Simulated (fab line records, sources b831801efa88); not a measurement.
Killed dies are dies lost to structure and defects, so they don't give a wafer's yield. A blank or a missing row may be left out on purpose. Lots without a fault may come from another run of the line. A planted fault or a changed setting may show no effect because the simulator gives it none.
Problem report in the 8D (eight disciplines) form, filled by code | flow sfq_line | the parts of the form that need people (team, actions taken, sign-off) are left out

1. THE PROBLEM
run_length_s at SFQ_TRILAYER_M1_BARC_OPEN_METAL_ETCH_054 reads a mean of 77.7 s on 6 wafers of 2 lots; wafers without a fault read 69.9 s with a standard deviation of 0.46. That is +17 standard deviations from the usual mean.
The step: etches BARC in O2, target depth 125 nm, time 41.7 s.
First seen on wafer L573.4, day 24 23:13, on rie_metal-04. The record holds 18 wafers of 6 lots with a number at this step. Rule for "out", or "out of limits": more than 4 standard deviations from the usual mean. The other wafers with a number count as sound.

2. WHAT IT IS AND WHAT IT IS NOT
question                    | is                           | is not
which readings at this step | run_length_s, oes_product_au | drypump_motor_current_A
which lots                  | L573, L574                   | L556, L560, L577, L578
which wafers of those lots  | all that have a number       | -
read on which tools         | rie_metal-04                 | rie_metal-01
when                        | from day 24 23:13            | up to then (6 sound wafers); but 6 sound wafers of L577, L578 came after

3. SUSPECTS, AND WHAT RULES EACH OUT
Counting: a tool at a process step up to the reading stays a suspect if it ran every lot that is out and no sound lot after the first of them.
- rie_metal-04 at SFQ_TRILAYER_M1_BARC_OPEN_METAL_ETCH_054 (etches BARC in O2, target depth 125 nm, time 41.7 s): kept. It ran every lot that is out, first L573 (day 24 23:13), and no sound lot after that; its last sound lot up to then is L560 (day 16 17:32). Its own readings are out on those wafers: oes_product_au, run_length_s.
Left after counting: rie_metal-04 at SFQ_TRILAYER_M1_BARC_OPEN_METAL_ETCH_054.

4. THE CAUSE (what the simulator had put in)
Process parameter drift: rie_metal-04, from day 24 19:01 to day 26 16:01, at SFQ_TRILAYER_M1_BARC_OPEN_METAL_ETCH_054. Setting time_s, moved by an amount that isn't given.
Counting left only this tool.

5. THE CHAIN OF EFFECTS, in route order
Each row: a reading whose mean over the struck wafers that have a number lies more than 3 standard deviations from the usual. Only readings for which the record gives a usual standard deviation are gone through. hours: the time from each lot's start at the first step in this table that gives one to its start at this step, as a median over the lots. sigmas: the change in usual standard deviations.
hours | step                                     | reading        | usual      | on struck wafers | change | sigmas
0     | SFQ_TRILAYER_M1_BARC_OPEN_METAL_ETCH_054 | oes_product_au | 0.686 a.u. | 0.640            | -0.046 | -9.8
0     | SFQ_TRILAYER_M1_BARC_OPEN_METAL_ETCH_054 | run_length_s   | 69.9 s     | 77.7             | +7.8   | +17
The process steps in it:
- SFQ_TRILAYER_M1_BARC_OPEN_METAL_ETCH_054: etches BARC in O2, target depth 125 nm, time 41.7 s.

6. WHAT WOULD HAVE CAUGHT IT SOONER
In this record the first reading out of limits was taken at day 24 23:13, 4 hours after the fault began at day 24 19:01.
